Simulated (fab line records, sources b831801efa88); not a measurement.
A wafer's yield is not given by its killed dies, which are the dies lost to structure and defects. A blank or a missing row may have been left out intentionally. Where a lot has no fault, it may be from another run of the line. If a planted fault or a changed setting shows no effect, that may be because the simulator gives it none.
fab line records	flow sky130
[record] lots = 13	wafers = 38	last_day = 50
route steps=708 shown VT_ADJUST_LVTN@115 LI_CONTACT@374 VIA1@471 VIA2@521 PAD_OPEN@708
lots with no fault: from the same line, run without faults
start_h: the number of hours between the record's first day and the start of the first shown wafer of the lot	wait_h: how many hours have passed since the lot's step before this one	" as in the row above	L1.1+2: several wafers, shown together as one row	- no value, or no start was given	* or withheld: withheld	< > ~ a bound
route shown NAME@n: NAME is a module with steps in the file, n the number in the route of the first one	usual: average and standard deviation across the fault-free wafers	same: alike in all rows	chamber/n: place in a boat	sites: readings site by site	_std_site: standard deviation across them	_edge_site: outer sites' mean less inner sites'	radius_mm: for every site, how far away it sits from the centre of the wafer	mask NAME#n: copy n	behind: tool/chamber where the wafer was last shaped	hold: why the lot was held/for how many hours/how that ended	device: the n, p or np transistor that did not switch	end of line: at the end of the route, the tests of the same wafers	a step with no rows: only its recipe	killed: count of dies lost to structure and defects at first sort (not the wafer's yield)	map: a wafer's dies, x killed, . not, _ none there
set.NAME: the setting the step ran with; set.NAME@STEP: the setting that earlier step ran with	model.NAME: the simulator's own value behind a step, which no gauge read
a sample of lots followed through the steps of the route, with each step as a table and each wafer as a row
services: from which hour (start_h, from the record's first day; less than 0 if before it) a tool's chamber was out of use, for how many hours, and why
[[steps]]
[step SKY_VT_ADJUST_LVTN_OVL_MEAS_18]
[usual] VT_ADJUST_LVTN_01_OVL = -1.2/1.5
lot.wafer	tool	chamber	start_h	wait_h	VT_ADJUST_LVTN_01_OVL[nm]
L748.4	overlay-01	-	164.03	0.1	-1.9
L748.5	"	-	"	"	-1.8
L748.6	"	-	"	"	-4.5
L749.2	overlay-02	-	177.57	0.1	-0.3
L749.5	"	-	"	"	-1.8
L749.6	"	-	"	"	-2.0
L752.2	overlay-02	-	186.19	0.1	-1.8
L752.4	"	-	"	"	-2.5
L752.6	"	-	"	"	-1.4
L753.2	overlay-02	-	200.39	0.1	-3.0
L753.4	"	-	"	"	-0.3
L753.6	"	-	"	"	-0.5
L755.4	overlay-02	-	213.74	0.1	-2.1
L755.5	"	-	"	"	-3.1
L755.6	"	-	"	"	-2.3
L754.1	overlay-01	-	213.83	0.1	-2.5
L754.5	"	-	"	"	-2.4
L754.6	"	-	"	"	0.0
L758.1	overlay-01	-	230.92	0.1	-0.5
L758.3	"	-	"	"	2.2
L758.5	"	-	"	"	1.9
L764.1	overlay-01	-	266.98	0.1	-0.1
L764.6	"	-	"	"	0.3
L766.3	overlay-01	-	296.80	0.1	-3.3
L766.4	"	-	"	"	-3.2
L766.5	"	-	"	"	-1.2
L768.2	overlay-02	-	299.57	0.1	-1.8
L768.3	"	-	"	"	-0.1
L768.4	"	-	"	"	1.3
L769.4	overlay-01	-	300.75	0.1	-4.3
L769.5	"	-	"	"	-3.7
L769.6	"	-	"	"	-2.9
L770.1	overlay-01	-	313.92	0.1	-1.0
L770.4	"	-	"	"	-0.9
L770.6	"	-	"	"	-0.9
L771.1	overlay-01	-	319.07	0.1	-2.7
L771.2	"	-	"	"	-0.8
L771.4	"	-	"	"	-1.1
[step SKY_LI_CONTACT_CD_MEAS_12]
[recipe] target_cd_nm = 170
[usual] cd_nm = 170.5/1.4
lot.wafer	tool	chamber	start_h	wait_h	cd_nm
L748.4	cd_sem-01	-	676.81	-	169.7
L748.5	"	-	"	"	170.0
L748.6	"	-	"	"	169.7
L749.2	cd_sem-02	-	696.37	-	171.8
L749.5	"	-	"	"	172.0
L749.6	"	-	"	"	170.9
L752.2	cd_sem-01	-	707.38	-	168.4
L752.4	"	-	"	"	169.1
L752.6	"	-	"	"	167.8
L753.2	cd_sem-01	-	723.83	-	170.3
L753.4	"	-	"	"	168.7
L753.6	"	-	"	"	169.4
L755.4	cd_sem-01	-	744.13	-	171.4
L755.5	"	-	"	"	170.6
L755.6	"	-	"	"	169.8
L754.1	cd_sem-02	-	748.01	-	172.2
L754.5	"	-	"	"	172.9
L754.6	"	-	"	"	171.5
L758.1	cd_sem-02	-	762.61	-	170.8
L758.3	"	-	"	"	172.3
L758.5	"	-	"	"	171.3
L764.1	cd_sem-02	-	803.77	-	169.1
L764.6	"	-	"	"	170.9
L766.3	cd_sem-01	-	834.51	-	172.5
L766.4	"	-	"	"	172.0
L766.5	"	-	"	"	172.3
L768.2	cd_sem-02	-	835.52	-	171.1
L768.3	"	-	"	"	170.4
L768.4	"	-	"	"	171.0
L769.4	cd_sem-01	-	839.81	-	169.8
L769.5	"	-	"	"	171.3
L769.6	"	-	"	"	170.8
L770.1	cd_sem-01	-	848.02	-	171.9
L770.4	"	-	"	"	170.7
L770.6	"	-	"	"	170.6
L771.1	cd_sem-02	-	852.77	-	170.0
L771.2	"	-	"	"	168.9
L771.4	"	-	"	"	170.0
[step SKY_VIA1_OVL_MEAS_13]
[usual] VIA1_OVL = -3/5.6
lot.wafer	tool	chamber	start_h	wait_h	VIA1_OVL[nm]
L748.4	overlay-02	-	793.81	0.1	-8
L748.5	"	-	"	"	6
L748.6	"	-	"	"	-7
L749.2	overlay-02	-	812.45	0.1	-5
L749.5	"	-	"	"	6
L749.6	"	-	"	"	2
L752.2	overlay-02	-	823.40	0.1	-9
L752.4	"	-	"	"	-13
L752.6	"	-	"	"	-2
L753.2	overlay-02	-	836.70	0.1	2
L753.4	"	-	"	"	4
L753.6	"	-	"	"	-1
L755.4	overlay-02	-	857.61	0.1	-8
L755.5	"	-	"	"	-10
L755.6	"	-	"	"	-9
L754.1	overlay-02	-	860.37	0.1	1
L754.5	"	-	"	"	-4
L754.6	"	-	"	"	6
L758.1	overlay-02	-	874.22	0.1	1
L758.3	"	-	"	"	4
L758.5	"	-	"	"	2
L764.1	overlay-01	-	914.37	0.1	3
L764.6	"	-	"	"	-5
L766.3	overlay-01	-	942.60	0.1	-1
L766.4	"	-	"	"	6
L766.5	"	-	"	"	-2
L768.2	overlay-02	-	944.49	0.1	2
L768.3	"	-	"	"	6
L768.4	"	-	"	"	3
L769.4	overlay-02	-	949.41	0.1	-1
L769.5	"	-	"	"	3
L769.6	"	-	"	"	-12
L770.1	overlay-01	-	955.59	0.1	-2
L770.4	"	-	"	"	-4
L770.6	"	-	"	"	0
L771.1	overlay-01	-	961.14	0.1	-7
L771.2	"	-	"	"	-6
L771.4	"	-	"	"	-6
[step SKY_VIA2_ETCH_14]
[recipe] chemistry = N2/H2	target = BARC	ion_energy_ev = 200	source_w = 500	bias_w = 100	pressure_mtorr = 30	n2_flow_sccm = 100	h2_flow_sccm = 200	stop_on = SiO2	time_s = 45.9	target_depth_a = 600
[usual] drypump_motor_current_A = 5.7/0.5	oes_product_au = 0.854/0.0047	run_length_s = 74.2/0.45	throttle_valve_pct = 13.224/0.0088
lot.wafer	tool	chamber	start_h	wait_h	drypump_motor_current_A	oes_product_au	rf_hours_counter_h	run_length_s	throttle_valve_pct
L748.4	rie_diel-03	1	849.28	0.0	6.4	0.845	11	73.8	13.214
L748.5	"	1	"	"	6.4	0.864	-	74.1	13.238
L748.6	"	0	"	"	5.4	0.848	-	73.9	13.216
L749.2	rie_diel-03	3	869.82	0.0	5.2	0.861	5	74.3	13.242
L749.5	"	3	"	"	5.2	0.844	-	74.7	13.209
L749.6	"	1	"	"	6.4	0.859	-	74.4	13.226
L752.2	rie_diel-02	0	879.19	0.0	5.4	0.852	8	73.9	13.223
L752.4	"	2	"	"	6.5	0.857	2	74.1	13.215
L752.6	"	0	"	"	5.5	0.853	-	74.0	13.232
L753.2	rie_diel-04	3	891.98	0.0	6.5	0.851	27	74.2	13.230
L753.4	"	1	"	"	5.1	0.855	17	74.2	13.227
L753.6	"	0	"	"	5.5	0.854	-	74.5	13.223
L755.4	rie_diel-04	2	912.11	0.0	5.6	0.852	-	74.5	13.211
L755.5	"	3	"	"	6.5	0.860	-	74.1	13.226
L755.6	"	0	"	"	5.5	0.860	-	74.5	13.228
L754.1	rie_diel-02	2	914.77	0.0	6.5	0.848	4	73.8	13.206
L754.5	"	2	"	"	6.4	0.858	-	74.1	13.214
L754.6	"	1	"	"	5.6	0.855	-	74.7	13.219
L758.1	rie_diel-03	3	928.64	0.0	5.2	0.854	6	74.6	13.221
L758.3	"	0	"	"	5.4	0.856	7	74.1	13.245
L758.5	"	2	"	"	5.9	0.854	-	73.8	13.234
L764.1	rie_diel-02	0	966.93	0.0	5.5	0.863	10	73.4	13.220
L764.6	"	2	"	"	6.5	0.988	-	66.7	13.228
L766.3	rie_diel-02	0	993.82	0.0	5.4	0.980	11	66.3	13.235
L766.4	"	1	"	"	5.6	0.859	26	74.7	13.229
L766.5	"	0	"	"	5.4	0.861	-	73.6	13.225
L768.2	rie_diel-03	3	996.03	0.0	5.2	0.856	8	74.3	13.232
L768.3	"	1	"	"	6.4	0.853	15	74.1	13.215
L768.4	"	2	"	"	5.9	0.849	10	73.9	13.219
L769.4	rie_diel-04	3	999.92	0.0	6.5	0.848	31	74.4	13.216
L769.5	"	3	"	"	6.5	0.859	-	74.0	13.218
L769.6	"	2	"	"	5.6	0.860	-	74.3	13.232
L770.1	rie_diel-03	3	1006.38	0.0	5.2	0.858	8	74.4	13.220
L770.4	"	2	"	"	5.9	0.865	10	74.3	13.232
L770.6	"	1	"	"	6.5	0.850	-	74.1	13.236
L771.1	rie_diel-04	1	1011.09	0.0	5.2	0.854	20	74.4	13.215
L771.2	"	3	"	"	6.5	0.861	31	73.7	13.227
L771.4	"	0	"	"	5.5	0.850	20	74.5	13.230
[step SKY_PAD_OPEN_PROBE_99]
[usual] defect_limited_yield = 82.5/2	killed_at_M0_to_M3 = 44/7	killed_at_M4_up = 3.0/1.7	killed_at_contacts = 24/5.2	killed_at_front_end = 15/4.8	killed_at_other = 0.2/0.56	killed_dies = 86/9.7	killed_open = 47/7.1	killed_short = 39/6.3	sort_bin_3_pad_short = 0.9/0.4	sort_bin_5_function = 10.3/1.6	sort_bin_6_memory = 6.3/1.2	sort_n_pass = 406/9.7	sort_yield_pct = 82.5/2
[same] gross_dies = 492	killed_at_back_side = 0	sort_bin_4_leakage[%] = 0	sort_bin_8_speed[%] = 0
lot.wafer	tool	chamber	start_h	wait_h	defect_limited_yield[%]	killed_at_M0_to_M3	killed_at_M4_up	killed_at_contacts	killed_at_front_end	killed_at_other	killed_dies	killed_open	killed_short	sort_bin_3_pad_short[%]	sort_bin_5_function[%]	sort_bin_6_memory[%]	sort_n_pass	sort_yield_pct[%]
L748.4	prober-02	-	1078.09	0.2	79.7	55	2	22	21	0	100	52	46	1.2	10.6	8.5	392	79.7
L748.5	prober-02	-	1078.14	0.2	82.7	47	1	16	20	1	85	40	44	1.6	10.0	5.7	407	82.7
L748.6	prober-02	-	1078.19	0.2	81.7	55	4	16	14	1	90	57	33	1.2	10.4	6.7	402	81.7
L752.6	prober-02	-	1103.00	0.2	85.2	38	5	19	11	0	73	33	39	0.6	7.9	6.3	419	85.2
L753.6	prober-01	-	1112.29	0.2	85.0	42	1	22	9	0	74	43	31	0.6	8.7	5.7	418	85.0
L755.4	prober-02	-	1128.03	0.2	82.3	44	2	32	9	0	87	53	34	0.6	11.2	5.9	405	82.3
L755.5	prober-02	-	1128.08	0.2	82.1	50	2	29	7	0	88	51	37	0.4	10.8	6.7	404	82.1
L755.6	prober-02	-	1128.13	0.2	80.9	55	4	21	14	0	94	50	43	0.8	11.6	6.7	398	80.9
L754.1	prober-01	-	1130.08	0.1	85.0	34	1	31	7	1	74	49	25	0.6	8.3	6.1	418	85.0
L754.5	prober-01	-	1130.28	0.2	83.3	42	6	20	14	0	82	41	41	0.6	11.4	4.7	410	83.3
L754.6	prober-01	-	1130.33	0.2	83.9	37	3	30	9	0	79	48	31	0.4	8.7	6.9	413	83.9
L758.1	prober-02	-	1141.12	0.1	82.7	46	4	23	12	0	85	39	46	1.2	11.2	4.9	407	82.7
L758.3	prober-02	-	1141.22	0.2	80.7	44	8	21	22	0	95	48	46	1.0	9.1	9.1	397	80.7
L758.5	prober-02	-	1141.32	0.2	85.8	34	4	25	7	0	70	37	33	1.2	6.7	6.3	422	85.8
L764.1	prober-01	-	1170.69	0.1	84.8	39	5	21	10	0	75	43	32	0.4	9.3	5.5	417	84.8
L766.3	prober-02	-	1189.13	0.2	85.8	32	1	25	11	1	70	34	36	0.4	8.3	5.5	422	85.8
L766.4	prober-02	-	1189.18	0.2	82.5	37	3	27	17	2	86	53	33	1.2	10.8	5.5	406	82.5
L766.5	prober-02	-	1189.23	0.2	83.3	41	4	22	15	0	82	39	43	1.0	8.5	7.1	410	83.3
// killed by level:class
L748.4 VIA1:geometric_particle:open=11 METAL2:geometric_particle:short=10 LI_CONTACT:geometric_particle:open=8 CONTACT:geometric_particle:open=8 VIA2:geometric_particle:open=8 FIELD_ISO:geometric_particle:short=6 VIA1:geometric_particle:short=5 POLY_GATE:geometric_particle:open=4
L748.5 VIA1:geometric_particle:open=9 FIELD_ISO:geometric_particle:short=8 LI_CONTACT:geometric_particle:open=7 VIA2:geometric_particle:open=7 VIA3:geometric_particle:open=6 VIA2:geometric_particle:short=5 METAL3:geometric_particle:short=5 METAL2:geometric_particle:short=4
L748.6 VIA1:geometric_particle:open=26 LI_CONTACT:geometric_particle:open=8 VIA2:geometric_particle:open=7 FIELD_ISO:geometric_particle:open=5 POLY_GATE:geometric_particle:short=4 METAL1:geometric_particle:short=4 VIA1:geometric_particle:short=4 METAL4:geometric_particle:short=4
L752.6 VIA2:geometric_particle:open=9 METAL2:geometric_particle:short=8 CONTACT:geometric_particle:open=6 VIA1:geometric_particle:open=5 FIELD_ISO:geometric_particle:short=4 VIA3:geometric_particle:open=4 CONTACT:geometric_particle:short=4 LI_CONTACT:geometric_particle:short=3
L753.6 VIA3:geometric_particle:open=9 VIA1:geometric_particle:open=9 CONTACT:geometric_particle:open=8 METAL1:geometric_particle:short=5 VIA2:geometric_particle:open=5 FIELD_ISO:geometric_particle:open=4 CONTACT:geometric_particle:short=4 LOCAL_INTERCONNECT:geometric_particle:short=3
L755.4 CONTACT:geometric_particle:open=11 VIA1:geometric_particle:open=11 VIA3:geometric_particle:open=7 LI_CONTACT:geometric_particle:open=6 VIA1:geometric_particle:short=6 LI_CONTACT:geometric_particle:short=5 LOCAL_INTERCONNECT:geometric_particle:short=5 METAL1:geometric_particle:short=5
L755.5 VIA1:geometric_particle:open=13 LI_CONTACT:geometric_particle:open=10 CONTACT:geometric_particle:open=8 VIA1:geometric_particle:short=8 VIA3:geometric_particle:open=7 LOCAL_INTERCONNECT:geometric_particle:short=5 VIA2:geometric_particle:short=5 VIA2:geometric_particle:open=5
L755.6 VIA3:geometric_particle:open=11 VIA1:geometric_particle:open=11 VIA2:geometric_particle:open=7 CONTACT:geometric_particle:open=6 METAL1:geometric_particle:short=6 FIELD_ISO:geometric_particle:open=5 FIELD_ISO:geometric_particle:short=5 LI_CONTACT:geometric_particle:short=4
L754.1 LI_CONTACT:geometric_particle:open=13 VIA1:geometric_particle:open=11 CONTACT:geometric_particle:open=8 VIA2:geometric_particle:open=7 CONTACT:geometric_particle:short=6 VIA3:geometric_particle:open=6 METAL2:geometric_particle:short=4 LOCAL_INTERCONNECT:geometric_particle:short=3
L754.5 METAL2:geometric_particle:short=10 VIA1:geometric_particle:open=9 CONTACT:geometric_particle:open=6 CONTACT:geometric_particle:short=6 VIA2:geometric_particle:open=6 METAL1:geometric_particle:short=5 FIELD_ISO:geometric_particle:open=4 METAL4:geometric_particle:short=4
L754.6 CONTACT:geometric_particle:open=11 LI_CONTACT:geometric_particle:open=8 VIA3:geometric_particle:open=8 VIA1:geometric_particle:open=7 LI_CONTACT:geometric_particle:short=5 VIA2:geometric_particle:open=5 VIA1:geometric_particle:short=4 VIA2:geometric_particle:short=4
L758.1 VIA2:geometric_particle:open=11 METAL1:geometric_particle:short=10 VIA1:geometric_particle:short=7 LOCAL_INTERCONNECT:geometric_particle:short=6 LI_CONTACT:geometric_particle:open=5 FIELD_ISO:geometric_particle:open=4 CONTACT:geometric_particle:open=4 LI_CONTACT:geometric_particle:short=4
L758.3 VIA1:geometric_particle:open=12 FIELD_ISO:geometric_particle:short=10 CONTACT:geometric_particle:open=9 VIA3:geometric_particle:open=7 METAL4:geometric_particle:short=6 VIA1:geometric_particle:short=5 CONTACT:geometric_particle:short=4 VIA2:geometric_particle:open=4
L758.5 METAL1:geometric_particle:short=8 VIA1:geometric_particle:open=8 CONTACT:geometric_particle:short=7 CONTACT:geometric_particle:open=7 LI_CONTACT:geometric_particle:open=5 VIA2:geometric_particle:open=5 METAL4:geometric_particle:short=4 SPACER:geometric_particle:open=3
L764.1 VIA1:geometric_particle:open=8 LI_CONTACT:geometric_particle:open=7 VIA2:geometric_particle:open=6 FIELD_ISO:geometric_particle:open=4 LOCAL_INTERCONNECT:geometric_particle:short=4 CONTACT:geometric_particle:short=4 METAL2:geometric_particle:short=4 METAL2:geometric_particle:open=4
L766.3 VIA1:geometric_particle:open=8 LI_CONTACT:geometric_particle:open=7 LOCAL_INTERCONNECT:geometric_particle:short=7 METAL1:geometric_particle:short=5 CONTACT:geometric_particle:short=4 POLY_GATE:geometric_particle:open=3 LI_CONTACT:geometric_particle:short=3 CONTACT:geometric_particle:open=3
L766.4 VIA1:geometric_particle:open=13 CONTACT:geometric_particle:open=11 VIA2:geometric_particle:open=9 FIELD_ISO:geometric_particle:short=6 LI_CONTACT:geometric_particle:open=6 POLY_GATE:geometric_particle:short=5 VIA3:geometric_particle:open=5 CONTACT:geometric_particle:short=4
L766.5 CONTACT:geometric_particle:open=10 VIA3:geometric_particle:open=9 FIELD_ISO:geometric_particle:short=6 METAL1:geometric_particle:short=6 VIA1:geometric_particle:open=6 METAL2:geometric_particle:short=6 VIA1:geometric_particle:short=5 VIA2:geometric_particle:open=5
[[services]]
tool	chamber	start_h	hours	kind
rie_diel-04	1	845.43	15.9	repair
rie_diel-02	2	868.05	2.7	repair
rie_diel-02	-	869.02	0.4	repair
rie_diel-03	0	869.24	8.0	repair
rie_diel-04	0	879.29	1.7	repair
rie_diel-03	-	898.13	2.8	pm
rie_diel-04	1	903.32	11.7	repair
rie_diel-04	-	939.67	0.3	repair
rie_diel-04	2	941.71	13.9	repair
rie_diel-02	3	952.31	7.9	repair
[[key]]
[first_sign] step = SKY_VIA2_ETCH_14	reading = oes_product_au	direction = up	sigmas = 28	usual = 0.854	struck = 0.984
[effect] step = SKY_VIA2_ETCH_14	reading = run_length_s	direction = down	sigmas = 17	usual = *	struck = *
met_at SKY_VIA2_ETCH_14
struck_lots L764,L766
struck_wafers L764.6,L766.3
not_acting_at SKY_VT_ADJUST_LVTN_OVL_MEAS_18,SKY_LI_CONTACT_CD_MEAS_12,SKY_VIA1_OVL_MEAS_13
onset_between 914.77 966.93
[fault] kind = process_parameter_drift	tool = rie_diel-02	chamber = -	onset_h = 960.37	steps = SKY_VIA2_ETCH_14	channel = time_s	offset = *	shape = step	end_h = 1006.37	scope = struck_wafers_only	acts_in = *	stated = *
